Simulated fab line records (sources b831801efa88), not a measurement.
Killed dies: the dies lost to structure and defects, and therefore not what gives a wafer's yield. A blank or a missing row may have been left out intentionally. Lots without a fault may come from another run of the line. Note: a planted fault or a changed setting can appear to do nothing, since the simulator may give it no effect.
fab line records    flow sky130
record: lots: 6  wafers: 18  lastDay: 50
route steps=708 shown LDD_HVN@268 LDD_HVP@278 PAD_OPEN@708
lots that met no fault: from a run of the same line without faults
startH: hours from the record's opening day to when the first of the lot's shown wafers began    waitH: how many hours have passed since the lot's step before this one    " unchanged from the row above    L1.1+2: a single row standing in for several wafers    - no value, or no start was given    * or withheld: withheld    < > ~ a bound
route shown NAME@n: NAME is a module with steps in the file, n the number in the route of the first one    usual: the fault-free wafers' mean and standard deviation    same: alike in all rows    chamber/n: place in a boat    sites: per-site readings    _std_site: the standard deviation of these    _edge_site: inner sites' mean taken away from outer sites' mean    radiusMm: how far each site lies from the wafer's centre    mask NAME#n: copy n    behind: the most recent tool/chamber to have shaped the wafer    hold: the reason the lot was held/the length of the hold in hours/how it ended    device: which transistor (n, p or np) failed to switch    end of line: tests of these same wafers at the route's end    where a step has no rows: the recipe by itself    killed: dies lost to structure and defects at the first sort, not the wafer's yield    map: dies across one wafer; x = killed, . = not, _ = none there
set.NAME: the setting the step ran with; set.NAME@STEP: the setting that earlier step ran with    model.NAME: the simulator's own value behind a step, which no gauge read
lots at some steps of the route; a table a step, a row a wafer
services: the hour from which a tool's chamber was out of use, counted from the record's first day as startH (under 0 if before that day), plus the number of hours and why
== steps ==
step: SKY_LDD_HVN_HMDS_01
recipe: primeTimeS: 60  primeTempC: 120
step: SKY_LDD_HVN_COAT_02
recipe: resist: NOVOLAK  spinRpm: 3000  resistThkNm: 300
step: SKY_LDD_HVN_SOFTBAKE_03
recipe: tempC: 90  timeS: 60  resist: NOVOLAK
step: SKY_LDD_HVN_EXPOSE_04
recipe: maskId: HVNTM  na: 0.6  sourceShape: conventional  sigmaOuter: 0.6  polarization: unpolarized  targetCdNm: 700  doseMj: 127
step: SKY_LDD_HVN_PEB_05
recipe: tempC: withheld  timeS: *  resist: NOVOLAK
step: SKY_LDD_HVN_DEVELOP_06
recipe: resist: NOVOLAK  developer: TMAH  developTimeS: 60  devTempC: 23
step: SKY_LDD_HVN_OVL_MEAS_07
usual: LDD_HVN_OVL: -0.6/1.1
lot.wafer  tool        chamber  startH  waitH  LDD_HVN_OVL[nm]
L553.1     overlay-02  -        528.09  0.1    -0.4
L553.4     "           -        "       "      -0.9
L553.6     "           -        "       "      -1.5
L556.1     overlay-02  -        562.43  0.1    -1.4
L556.4     "           -        "       "      -1.5
L556.6     "           -        "       "      -1.9
L560.4     overlay-01  -        597.17  0.1    -0.3
L560.5     "           -        "       "      0.5
L560.6     "           -        "       "      0.6
L562.1     overlay-02  -        627.04  0.1    -3.6
L562.5     "           -        "       "      -2.3
L562.6     "           -        "       "      -2.1
L566.2     overlay-02  -        650.04  0.1    0.3
L566.3     "           -        "       "      0.2
L566.6     "           -        "       "      0.8
L568.1     overlay-02  -        667.83  0.1    -1.5
L568.2     "           -        "       "      -2.3
L568.4     "           -        "       "      -0.9
step: SKY_LDD_HVN_IMPLANT_08
recipe: species: P  energyKev: 60  doseCm2: 3e+13  tiltDeg: 40
step: SKY_LDD_HVN_STRIP_09
recipe: chemistry: O2/N2  powerW: 1400  pressureMtorr: 1500  platenTempC: withheld  o2FlowSccm: 3000  n2FlowSccm: 300  overashFraction: 0.5
usual: drypumpMotorCurrentA: 5.51/0.2  o2FlowSccm: 3000/9.1  oesProductAu: 0.408/0.0046  stripTimeToEndpointS: 4.137/0.014
lot.wafer  tool            chamber  startH  waitH  drypumpMotorCurrentA  o2FlowSccm  oesProductAu  rfHoursCounterH  stripTimeToEndpointS
L553.1     plasmaAsher-02  0        528.28  0.1    5.49                  2995        0.397         39               4.125
L553.4     "               0        "       "      5.45                  3005        0.406         -                4.117
L553.6     "               1        "       "      5.53                  2990        0.411         -                4.147
L556.1     plasmaAsher-03  0        562.62  0.1    5.42                  3010        0.404         78               4.131
L556.4     "               0        "       "      5.45                  2988        0.406         -                4.130
L556.6     "               1        "       "      5.96                  3007        0.405         -                4.106
L560.4     plasmaAsher-01  0        597.37  0.1    5.46                  2992        0.408         -                4.118
L560.5     "               0        "       "      5.46                  3003        0.400         -                4.125
L560.6     "               1        "       "      5.24                  3018        0.410         -                4.136
L562.1     plasmaAsher-01  0        627.23  0.1    5.47                  3012        0.415         20               4.157
L562.5     "               0        "       "      5.46                  3002        0.411         -                4.156
L562.6     "               1        "       "      5.27                  3002        0.404         -                4.175
L566.2     plasmaAsher-01  0        650.22  0.1    5.48                  2995        0.413         22               4.128
L566.3     "               1        "       "      5.20                  3000        0.407         -                4.122
L566.6     "               1        "       "      5.18                  2996        0.407         -                4.133
L568.1     plasmaAsher-01  1        668.02  0.1    5.25                  2981        0.404         24               4.111
L568.2     "               0        "       "      5.47                  3016        0.414         24               4.138
L568.4     "               1        "       "      5.19                  2994        0.408         -                4.150
step: SKY_LDD_HVN_TW_MEAS_10
usual: LDD_HVN_TW: 1430/9.3
lot.wafer  tool          chamber  startH  waitH  LDD_HVN_TW
L553.1     filmMetro-03  -        528.38  0.1    1415
L553.4     "             -        "       "      1421
L553.6     "             -        "       "      1410
L556.1     filmMetro-02  -        562.72  0.1    1414
L556.4     "             -        "       "      1417
L556.6     "             -        "       "      1420
L560.4     filmMetro-03  -        597.47  0.1    1434
L560.5     "             -        "       "      1437
L560.6     "             -        "       "      1435
L562.1     filmMetro-01  -        627.33  0.1    1440
L562.5     "             -        "       "      1433
L562.6     "             -        "       "      1443
L566.2     filmMetro-01  -        650.33  0.1    1431
L566.3     "             -        "       "      1428
L566.6     "             -        "       "      1438
L568.1     filmMetro-03  -        668.12  0.1    1440
L568.2     "             -        "       "      1439
L568.4     "             -        "       "      1437
step: SKY_LDD_HVP_DEHYDRATE_00
recipe: tempC: 200  timeS: 60
step: SKY_LDD_HVP_HMDS_01
recipe: primeTimeS: 60  primeTempC: 120
step: SKY_LDD_HVP_COAT_02
recipe: resist: NOVOLAK  spinRpm: 3000  resistThkNm: 300
usual: resistLineTempC: 22.98/0.11  spinSpeedRpm: 2999.8/2
lot.wafer  tool           chamber  startH  waitH  resistLineTempC  spinSpeedRpm  model.NOVOLAK_of_LDD_HVP_COAT_02.thkNm
L553.1     lithoTrack-02  0        543.15  0.1    23.00            3001.9        298.2
L553.4     "              0        "       "      22.88            2997.6        299.1
L553.6     "              0        "       "      23.02            3003.5        300.3
L556.1     lithoTrack-03  0        577.20  0.1    23.06            2997.9        297.7
L556.4     "              0        "       "      23.16            2996.3        297.9
L556.6     "              0        "       "      23.14            2997.3        298.4
L560.4     lithoTrack-03  0        612.27  0.1    22.99            3091.2        293.8
L560.5     "              0        "       "      22.99            3091.9        294
L560.6     "              0        "       "      22.95            3090.9        294.1
L562.1     lithoTrack-03  0        641.60  0.1    23.01            3094.5        294.8
L562.5     "              0        "       "      23.15            3093.3        296.6
L562.6     "              0        "       "      23.09            3094.2        295.9
L566.2     lithoTrack-02  0        664.33  0.1    22.99            2999.8        300.6
L566.3     "              0        "       "      22.87            2999.2        299.5
L566.6     "              0        "       "      22.98            2998.7        299.8
L568.1     lithoTrack-01  0        681.34  0.1    23.09            2998.6        302.5
L568.2     "              0        "       "      23.02            3001.2        301.8
L568.4     "              0        "       "      23.04            2999.6        302.5
step: SKY_LDD_HVP_SOFTBAKE_03
recipe: tempC: 90  timeS: 60  resist: NOVOLAK
step: SKY_LDD_HVP_EXPOSE_04
recipe: maskId: HVPTM  na: 0.6  sourceShape: conventional  sigmaOuter: 0.6  polarization: unpolarized  targetCdNm: 700  doseMj: 86
step: SKY_LDD_HVP_PEB_05
recipe: tempC: withheld  timeS: *  resist: NOVOLAK
step: SKY_LDD_HVP_DEVELOP_06
recipe: resist: NOVOLAK  developer: TMAH  developTimeS: 60  devTempC: 23
usual: resistLineTempC: 23.00/0.099
lot.wafer  tool           chamber  startH  waitH  resistLineTempC  model.NOVOLAK_of_LDD_HVP_COAT_02.thkNm
L553.1     lithoTrack-01  0        558.44  0.1    22.99            297.8
L553.4     "              0        "       "      22.95            298.7
L553.6     "              0        "       "      22.91            299.9
L556.1     lithoTrack-02  0        591.65  0.1    23.15            297.3
L556.4     "              0        "       "      22.99            297.4
L556.6     "              0        "       "      23.03            298
L560.4     lithoTrack-02  0        626.93  0.1    22.90            293.4
L560.5     "              0        "       "      22.99            293.5
L560.6     "              0        "       "      22.95            293.7
L562.1     lithoTrack-02  0        656.00  0.1    22.86            294.4
L562.5     "              0        "       "      22.95            296.2
L562.6     "              0        "       "      22.83            295.5
L566.2     lithoTrack-03  0        678.52  0.1    22.96            300.2
L566.3     "              0        "       "      22.95            299.1
L566.6     "              0        "       "      22.92            299.4
L568.1     lithoTrack-02  0        695.45  0.1    23.08            302.1
L568.2     "              0        "       "      22.89            301.4
L568.4     "              0        "       "      23.01            302.1
step: SKY_LDD_HVP_OVL_MEAS_07
usual: LDD_HVP_OVL: -0.1/1.5
lot.wafer  tool        chamber  startH  waitH  LDD_HVP_OVL[nm]
L553.1     overlay-02  -        558.59  0.1    0.9
L553.4     "           -        "       "      1.2
L553.6     "           -        "       "      1.9
L556.1     overlay-01  -        591.80  0.1    -2.3
L556.4     "           -        "       "      -1.9
L556.6     "           -        "       "      -3.4
L560.4     overlay-01  -        627.02  0.1    1.4
L560.5     "           -        "       "      1.7
L560.6     "           -        "       "      2.1
L562.1     overlay-01  -        656.15  0.1    -2.3
L562.5     "           -        "       "      -2.7
L562.6     "           -        "       "      -2.1
L566.2     overlay-01  -        678.66  0.1    -0.1
L566.3     "           -        "       "      -0.6
L566.6     "           -        "       "      -1.5
L568.1     overlay-02  -        695.60  0.1    -0.2
L568.2     "           -        "       "      -1.8
L568.4     "           -        "       "      -3.5
step: SKY_LDD_HVP_IMPLANT_08
recipe: species: B  energyKev: 20  doseCm2: 1.7e+13  tiltDeg: 17.9
step: SKY_LDD_HVP_STRIP_09
recipe: chemistry: O2/N2  powerW: 1400  pressureMtorr: 1500  platenTempC: withheld  o2FlowSccm: 3000  n2FlowSccm: 300  overashFraction: 0.5
usual: drypumpMotorCurrentA: 5.57/0.19  o2FlowSccm: 3000/9.1  oesProductAu: 0.408/0.0045  stripTimeToEndpointS: 4.136/0.017
lot.wafer  tool            chamber  startH  waitH  drypumpMotorCurrentA  o2FlowSccm  oesProductAu  rfHoursCounterH  stripTimeToEndpointS
L553.1     plasmaAsher-04  0        558.78  0.1    5.69                  2998        0.411         84               4.104
L553.4     "               0        "       "      5.70                  3019        0.408         -                4.127
L553.6     "               0        "       "      5.71                  2998        0.400         -                4.138
L556.1     plasmaAsher-04  1        591.99  0.1    5.38                  3006        0.407         87               4.102
L556.4     "               0        "       "      5.70                  2999        0.398         -                4.096
L556.6     "               0        "       "      5.71                  2996        0.407         -                4.111
L560.4     plasmaAsher-03  1        627.22  0.1    5.95                  2987        0.402         -                4.043
L560.5     "               0        "       "      5.43                  2993        0.411         -                4.051
L560.6     "               1        "       "      5.97                  3002        0.411         -                4.059
L562.1     plasmaAsher-04  1        656.34  0.1    5.41                  3014        0.409         94               4.070
L562.5     "               1        "       "      5.41                  3000        0.413         -                4.101
L562.6     "               0        "       "      5.68                  3010        0.408         -                4.079
L566.2     plasmaAsher-04  0        678.84  0.1    5.66                  2998        0.408         96               4.138
L566.3     "               1        "       "      5.41                  3007        0.416         -                4.126
L566.6     "               1        "       "      5.39                  2991        0.410         -                4.118
L568.1     plasmaAsher-03  0        695.79  0.1    5.43                  3012        0.408         91               4.172
L568.2     "               1        "       "      5.96                  3000        0.416         91               4.157
L568.4     "               1        "       "      5.97                  2998        0.408         -                4.151
step: SKY_LDD_HVP_TW_MEAS_10
usual: LDD_HVP_TW: 453.6/2.9
lot.wafer  tool          chamber  startH  waitH  LDD_HVP_TW
L553.1     filmMetro-03  -        558.88  0.1    454.9
L553.4     "             -        "       "      454.7
L553.6     "             -        "       "      456.4
L556.1     filmMetro-02  -        592.09  0.1    453.5
L556.4     "             -        "       "      452.4
L556.6     "             -        "       "      453.2
L560.4     filmMetro-03  -        627.32  0.1    455.8
L560.5     "             -        "       "      456.6
L560.6     "             -        "       "      456.3
L562.1     filmMetro-03  -        656.44  0.1    456.8
L562.5     "             -        "       "      457.6
L562.6     "             -        "       "      453.4
L566.2     filmMetro-03  -        678.95  0.1    448.7
L566.3     "             -        "       "      451.7
L566.6     "             -        "       "      451.0
L568.1     filmMetro-02  -        695.89  0.1    453.7
L568.2     "             -        "       "      455.0
L568.4     "             -        "       "      456.4
step: SKY_PAD_OPEN_PROBE_99
usual: killed_at_M0_to_M3: 44/6.9  killed_at_M4_up: 3.2/1.8  killedAtContacts: 23/5.2  killedAtFrontEnd: 15/4.5  killedAtOther: 0.3/0.56  killedDies: 85/8.8  killedOpen: 47/6.7  killedShort: 39/6.4
same: grossDies: 492  killedAtBackSide: 0
lot.wafer  tool       chamber  startH   waitH  killed_at_M0_to_M3  killed_at_M4_up  killedAtContacts  killedAtFrontEnd  killedAtOther  killedDies  killedOpen  killedShort
L560.4     prober-01  -        1162.27  0.2    46                  4                26                6                 0              82          34          48
L560.5     prober-01  -        1162.32  0.2    43                  3                22                20                0              88          47          41
killed by level:class
L560.4 CONTACT:geometricParticle:open=8 CONTACT:geometricParticle:short=8 VIA1:geometricParticle:short=7 VIA1:geometricParticle:open=7 METAL2:geometricParticle:short=7 LOCAL_INTERCONNECT:geometricParticle:short=5 VIA2:geometricParticle:open=5 VIA3:geometricParticle:short=5
L560.5 LI_CONTACT:geometricParticle:open=8 VIA3:geometricParticle:open=8 VIA1:geometricParticle:open=7 FIELD_ISO:geometricParticle:short=6 CONTACT:geometricParticle:open=6 METAL2:geometricParticle:short=6 FIELD_ISO:geometricParticle:open=5 VIA1:geometricParticle:short=5
== services ==
tool            chamber  startH  hours  kind
plasmaAsher-02  -        580.76  0.4    repair
plasmaAsher-01  -        640.96  1.7    repair
plasmaAsher-01  -        664.20  0.3    repair
plasmaAsher-01  -        676.96  2.5    repair
== key ==
firstSign: step: SKY_LDD_HVP_COAT_02  reading: spinSpeedRpm  direction: up  sigmas: 47  usual: 2999.8  struck: 3092.7
effect: step: SKY_LDD_HVP_STRIP_09  reading: stripTimeToEndpointS  direction: down  sigmas: 4  usual: *  struck: *
modelEffect: step: SKY_LDD_HVP_COAT_02  value: NOVOLAK_of_LDD_HVP_COAT_02.thkNm  without: 299.5  struck: 294.9
modelEffect: step: SKY_LDD_HVP_DEVELOP_06  value: NOVOLAK_of_LDD_HVP_COAT_02.thkNm  without: 299.1  struck: 294.5
metAt SKY_LDD_HVP_COAT_02
struckWafers L560.4,L560.5,L560.6,L562.1,L562.5,L562.6
testerLeftOut L560,L562
onsetBetween 577.20 612.27
fault: kind: processParameterDrift  tool: lithoTrack-03  chamber: -  onsetH: 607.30  steps: SKY_LDD_HVP_COAT_02  channel: spinRpm  offset: 94.734  shape: step  endH: 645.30  actsIn: theseRecipesOnly  stated: 3000
testerLeftOut: of these lots the tester's yield and bins aren't shown, on N5 and GAA mostly nor the transistor test; their killed dies are dies lost to structure and defects alone, not to doping, threshold or leakage, so they don't give the yield
